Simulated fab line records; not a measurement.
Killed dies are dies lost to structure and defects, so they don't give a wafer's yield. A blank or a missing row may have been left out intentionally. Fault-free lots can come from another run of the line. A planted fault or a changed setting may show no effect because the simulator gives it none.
Which tool was responsible? || flow gf180mcu || 42 wafers from 14 lots sampled at 5 of the route's 602 steps

WHAT THE GAUGES SHOWED, per wafer
GF_STI_CD_MEAS_12: the cd target is 220 nm. Usual: cdNm 219.9 nm, standard deviation 1.1.
{"lot": "L690", "measured": "day 2 01:43", "on": "cdSem-01", "cdNm (nm)": "218.9 218.9 219.3", "flag": ""}
{"lot": "L691", "measured": "day 2 07:16", "on": "cdSem-01", "cdNm (nm)": "222.6 221.3 220.7", "flag": ""}
{"lot": "L692", "measured": "day 2 11:44", "on": "cdSem-01", "cdNm (nm)": "218.8 219.7 220.4", "flag": ""}
{"lot": "L693", "measured": "day 2 17:19", "on": "cdSem-01", "cdNm (nm)": "219.5 219.1 220.5", "flag": ""}
{"lot": "L695", "measured": "day 3 04:29", "on": "cdSem-01", "cdNm (nm)": "219.5 219.7 220.9", "flag": ""}
{"lot": "L696", "measured": "day 3 09:26", "on": "cdSem-02", "cdNm (nm)": "218.4 218.2 219.0", "flag": ""}
{"lot": "L698", "measured": "day 3 19:20", "on": "cdSem-01", "cdNm (nm)": "219.7 220.1 220.5", "flag": ""}
{"lot": "L701", "measured": "day 4 10:57", "on": "cdSem-01", "cdNm (nm)": "220.0 219.7 221.2", "flag": ""}
{"lot": "L703", "measured": "day 4 21:11", "on": "cdSem-01", "cdNm (nm)": "221.5 220.9 221.2", "flag": ""}
{"lot": "L705", "measured": "day 5 07:43", "on": "cdSem-02", "cdNm (nm)": "220.3 220.9 220.5", "flag": ""}
{"lot": "L707", "measured": "day 5 17:11", "on": "cdSem-01", "cdNm (nm)": "218.4 217.9 218.0", "flag": ""}
{"lot": "L708", "measured": "day 5 22:25", "on": "cdSem-02", "cdNm (nm)": "218.6 218.8 219.6", "flag": ""}
{"lot": "L709", "measured": "day 6 03:49", "on": "cdSem-01", "cdNm (nm)": "221.4 221.8 222.0", "flag": ""}
{"lot": "L713", "measured": "day 6 23:42", "on": "cdSem-02", "cdNm (nm)": "217.6 216.8 218.8", "flag": ""}

GF_LVPWELL_OVL_MEAS_07. Usual: LVPWELL_OVL -0.6 nm, standard deviation 1.2.
{"lot": "L690", "measured": "day 3 20:19", "on": "overlay-02", "LVPWELL_OVL (nm)": "-2.6 -0.4 0.3", "flag": ""}
{"lot": "L691", "measured": "day 4 02:31", "on": "overlay-01", "LVPWELL_OVL (nm)": "-1.5 -0.5 -0.9", "flag": ""}
{"lot": "L692", "measured": "day 4 08:49", "on": "overlay-02", "LVPWELL_OVL (nm)": "0.0 0.6 0.6", "flag": ""}
{"lot": "L693", "measured": "day 4 13:11", "on": "overlay-02", "LVPWELL_OVL (nm)": "-0.5 -1.3 0.4", "flag": ""}
{"lot": "L695", "measured": "day 5 04:35", "on": "overlay-02", "LVPWELL_OVL (nm)": "0.9 -0.4 0.8", "flag": ""}
{"lot": "L696", "measured": "day 5 14:56", "on": "overlay-01", "LVPWELL_OVL (nm)": "2.6 0.4 1.2", "flag": ""}
{"lot": "L698", "measured": "day 5 18:19", "on": "overlay-01", "LVPWELL_OVL (nm)": "2.6 -0.5 1.0", "flag": ""}
{"lot": "L701", "measured": "day 6 12:07", "on": "overlay-01", "LVPWELL_OVL (nm)": "-0.8 -0.4 -0.5", "flag": ""}
{"lot": "L703", "measured": "day 6 22:41", "on": "overlay-01", "LVPWELL_OVL (nm)": "-1.9 -2.6 -2.0", "flag": ""}
{"lot": "L705", "measured": "day 7 12:34", "on": "overlay-01", "LVPWELL_OVL (nm)": "-1.4 -2.0 -2.0", "flag": ""}
{"lot": "L707", "measured": "day 7 21:35", "on": "overlay-01", "LVPWELL_OVL (nm)": "-0.5 0.4 -1.6", "flag": ""}
{"lot": "L708", "measured": "day 8 03:28", "on": "overlay-02", "LVPWELL_OVL (nm)": "-1.0 -0.8 0.0", "flag": ""}
{"lot": "L709", "measured": "day 8 08:21", "on": "overlay-01", "LVPWELL_OVL (nm)": "-3.0 -0.2 -2.9", "flag": ""}
{"lot": "L713", "measured": "day 9 06:41", "on": "overlay-01", "LVPWELL_OVL (nm)": "-1.4 -0.1 -0.9", "flag": ""}

GF_VT_IMPLANT_OVL_MEAS_07. Usual: VT_IMPLANT_OVL -0.4 nm, standard deviation 1.5.
{"lot": "L690", "measured": "day 5 14:40", "on": "overlay-01", "VT_IMPLANT_OVL (nm)": "2.0 1.8 -0.6", "flag": ""}
{"lot": "L691", "measured": "day 5 22:43", "on": "overlay-01", "VT_IMPLANT_OVL (nm)": "-1.9 -0.4 1.8", "flag": ""}
{"lot": "L692", "measured": "day 6 05:09", "on": "overlay-01", "VT_IMPLANT_OVL (nm)": "1.8 -0.7 0.6", "flag": ""}
{"lot": "L693", "measured": "day 6 10:22", "on": "overlay-01", "VT_IMPLANT_OVL (nm)": "-0.8 0.5 1.1", "flag": ""}
{"lot": "L695", "measured": "day 7 02:50", "on": "overlay-01", "VT_IMPLANT_OVL (nm)": "1.7 3.7 1.5", "flag": ""}
{"lot": "L696", "measured": "day 7 14:08", "on": "overlay-01", "VT_IMPLANT_OVL (nm)": "-0.9 -1.0 1.2", "flag": ""}
{"lot": "L698", "measured": "day 7 17:22", "on": "overlay-01", "VT_IMPLANT_OVL (nm)": "1.7 0.0 0.2", "flag": ""}
{"lot": "L701", "measured": "day 8 13:54", "on": "overlay-02", "VT_IMPLANT_OVL (nm)": "-0.4 -3.3 -0.7", "flag": ""}
{"lot": "L703", "measured": "day 9 01:18", "on": "overlay-01", "VT_IMPLANT_OVL (nm)": "-0.3 -0.6 -0.1", "flag": ""}
{"lot": "L705", "measured": "day 9 16:28", "on": "overlay-01", "VT_IMPLANT_OVL (nm)": "-1.5 -3.3 1.3", "flag": ""}
{"lot": "L707", "measured": "day 10 02:46", "on": "overlay-02", "VT_IMPLANT_OVL (nm)": "-2.0 -2.8 -0.8", "flag": ""}
{"lot": "L708", "measured": "day 10 08:16", "on": "overlay-01", "VT_IMPLANT_OVL (nm)": "3.0 0.3 0.5", "flag": ""}
{"lot": "L709", "measured": "day 10 14:31", "on": "overlay-01", "VT_IMPLANT_OVL (nm)": "-0.8 -2.6 -1.5", "flag": ""}
{"lot": "L713", "measured": "day 11 14:25", "on": "overlay-02", "VT_IMPLANT_OVL (nm)": "1.0 -1.1 -1.9", "flag": ""}

GF_VT_IMPLANT_TW_MEAS_43. Usual: VT_IMPLANT_4_TW 689, standard deviation 6.7.
{"lot": "L690", "measured": "day 7 14:25", "on": "filmMetro-03", "VT_IMPLANT_4_TW": "694 695 697", "flag": ""}
{"lot": "L691", "measured": "day 7 22:31", "on": "filmMetro-02", "VT_IMPLANT_4_TW": "678 683 683", "flag": ""}
{"lot": "L692", "measured": "day 8 06:08", "on": "filmMetro-03", "VT_IMPLANT_4_TW": "690 694 695", "flag": ""}
{"lot": "L693", "measured": "day 8 11:39", "on": "filmMetro-04", "VT_IMPLANT_4_TW": "690 694 691", "flag": ""}
{"lot": "L695", "measured": "day 9 05:14", "on": "filmMetro-03", "VT_IMPLANT_4_TW": "699 699 700", "flag": ""}
{"lot": "L696", "measured": "day 9 18:18", "on": "filmMetro-02", "VT_IMPLANT_4_TW": "679 681 678", "flag": ""}
{"lot": "L698", "measured": "day 9 21:04", "on": "filmMetro-03", "VT_IMPLANT_4_TW": "697 694 700", "flag": ""}
{"lot": "L701", "measured": "day 10 20:26", "on": "filmMetro-04", "VT_IMPLANT_4_TW": "743 746 745", "flag": "OFF"}
{"lot": "L703", "measured": "day 11 07:58", "on": "filmMetro-02", "VT_IMPLANT_4_TW": "690 688 690", "flag": ""}
{"lot": "L705", "measured": "day 11 23:47", "on": "filmMetro-02", "VT_IMPLANT_4_TW": "737 740 741", "flag": "OFF"}
{"lot": "L707", "measured": "day 12 11:56", "on": "filmMetro-03", "VT_IMPLANT_4_TW": "693 694 691", "flag": ""}
{"lot": "L708", "measured": "day 12 17:09", "on": "filmMetro-02", "VT_IMPLANT_4_TW": "680 683 683", "flag": ""}
{"lot": "L709", "measured": "day 13 00:45", "on": "filmMetro-02", "VT_IMPLANT_4_TW": "680 677 681", "flag": ""}
{"lot": "L713", "measured": "day 14 02:59", "on": "filmMetro-04", "VT_IMPLANT_4_TW": "688 693 693", "flag": ""}

WHAT TOOL EACH LOT RAN ON (gives the tool, then ch and the chambers of the sampled wafers, and finally the start)
{"lot": "L690", "GF_VT_IMPLANT_IMPLANT_41": "implanter-03 ch 0, day 7 14:11"}
{"lot": "L691", "GF_VT_IMPLANT_IMPLANT_41": "implanter-01 ch 0, day 7 22:16"}
{"lot": "L692", "GF_VT_IMPLANT_IMPLANT_41": "implanter-03 ch 0, day 8 05:55"}
{"lot": "L693", "GF_VT_IMPLANT_IMPLANT_41": "implanter-01 ch 0, day 8 11:25"}
{"lot": "L695", "GF_VT_IMPLANT_IMPLANT_41": "implanter-02 ch 0, day 9 04:59"}
{"lot": "L696", "GF_VT_IMPLANT_IMPLANT_41": "implanter-02 ch 0, day 9 18:03"}
{"lot": "L698", "GF_VT_IMPLANT_IMPLANT_41": "implanter-02 ch 0, day 9 20:50"}
{"lot": "L701", "GF_VT_IMPLANT_IMPLANT_41": "implanter-03 ch 0, day 10 20:13"}
{"lot": "L703", "GF_VT_IMPLANT_IMPLANT_41": "implanter-02 ch 0, day 11 07:43"}
{"lot": "L705", "GF_VT_IMPLANT_IMPLANT_41": "implanter-03 ch 0, day 11 23:32"}
{"lot": "L707", "GF_VT_IMPLANT_IMPLANT_41": "implanter-01 ch 0, day 12 11:41"}
{"lot": "L708", "GF_VT_IMPLANT_IMPLANT_41": "implanter-02 ch 0, day 12 16:55"}
{"lot": "L709", "GF_VT_IMPLANT_IMPLANT_41": "implanter-01 ch 0, day 13 00:31"}
{"lot": "L713", "GF_VT_IMPLANT_IMPLANT_41": "implanter-03 ch 0, day 14 02:44"}
- GF_VT_IMPLANT_IMPLANT_41

AS READ BY THE TOOLS THEMSELVES (means over the sampled wafers that have a number; for cases with no such wafer, the mark the record gives instead)
GF_VT_IMPLANT_IMPLANT_41. Usual: beamEnergyKeV 69.996, standard deviation 0.021.
{"lot": "L690", "tool": "implanter-03", "beamEnergyKeV": 69.970, "flag": ""}
{"lot": "L691", "tool": "implanter-01", "beamEnergyKeV": 69.965, "flag": ""}
{"lot": "L692", "tool": "implanter-03", "beamEnergyKeV": 69.986, "flag": ""}
{"lot": "L693", "tool": "implanter-01", "beamEnergyKeV": 69.997, "flag": ""}
{"lot": "L695", "tool": "implanter-02", "beamEnergyKeV": 70.018, "flag": ""}
{"lot": "L696", "tool": "implanter-02", "beamEnergyKeV": 69.993, "flag": ""}
{"lot": "L698", "tool": "implanter-02", "beamEnergyKeV": 70.012, "flag": ""}
{"lot": "L701", "tool": "implanter-03", "beamEnergyKeV": 89.998, "flag": "OFF"}
{"lot": "L703", "tool": "implanter-02", "beamEnergyKeV": 69.992, "flag": ""}
{"lot": "L705", "tool": "implanter-03", "beamEnergyKeV": 90.008, "flag": "OFF"}
{"lot": "L707", "tool": "implanter-01", "beamEnergyKeV": 70.042, "flag": ""}
{"lot": "L708", "tool": "implanter-02", "beamEnergyKeV": 69.985, "flag": ""}
{"lot": "L709", "tool": "implanter-01", "beamEnergyKeV": 70.022, "flag": ""}
{"lot": "L713", "tool": "implanter-03", "beamEnergyKeV": 69.984, "flag": ""}

THE ANSWER, worked out from the rows above alone
Rule: take the mean of a lot's wafers that have a number; if it is more than 3 standard deviations from the usual mean, the lot is off. A lot without any number at a reading at which 4 lots or more have one is off too. Any other lot the step has rows for is counted as sound. First the gauges in route order, then the tools' own readings, where a lot's mean is used as printed above. At the first step where some lot is off, the reading lying furthest off is the one used; lots without a number count as furthest.
Off: L701, L705, seen at GF_VT_IMPLANT_TW_MEAS_43 (VT_IMPLANT_4_TW).
If a tool, at a process step before that reading, ran all the lots that are off and no sound lot after the first of them, it fits. The gauges at GF_VT_IMPLANT_TW_MEAS_43 aren't tried: what is off there is off at GF_VT_IMPLANT_IMPLANT_41 too, on other tools, and a gauge's error can't cause that. Not one of the candidates tried fits.

WHAT WAS PUT IN BY THE SIMULATOR
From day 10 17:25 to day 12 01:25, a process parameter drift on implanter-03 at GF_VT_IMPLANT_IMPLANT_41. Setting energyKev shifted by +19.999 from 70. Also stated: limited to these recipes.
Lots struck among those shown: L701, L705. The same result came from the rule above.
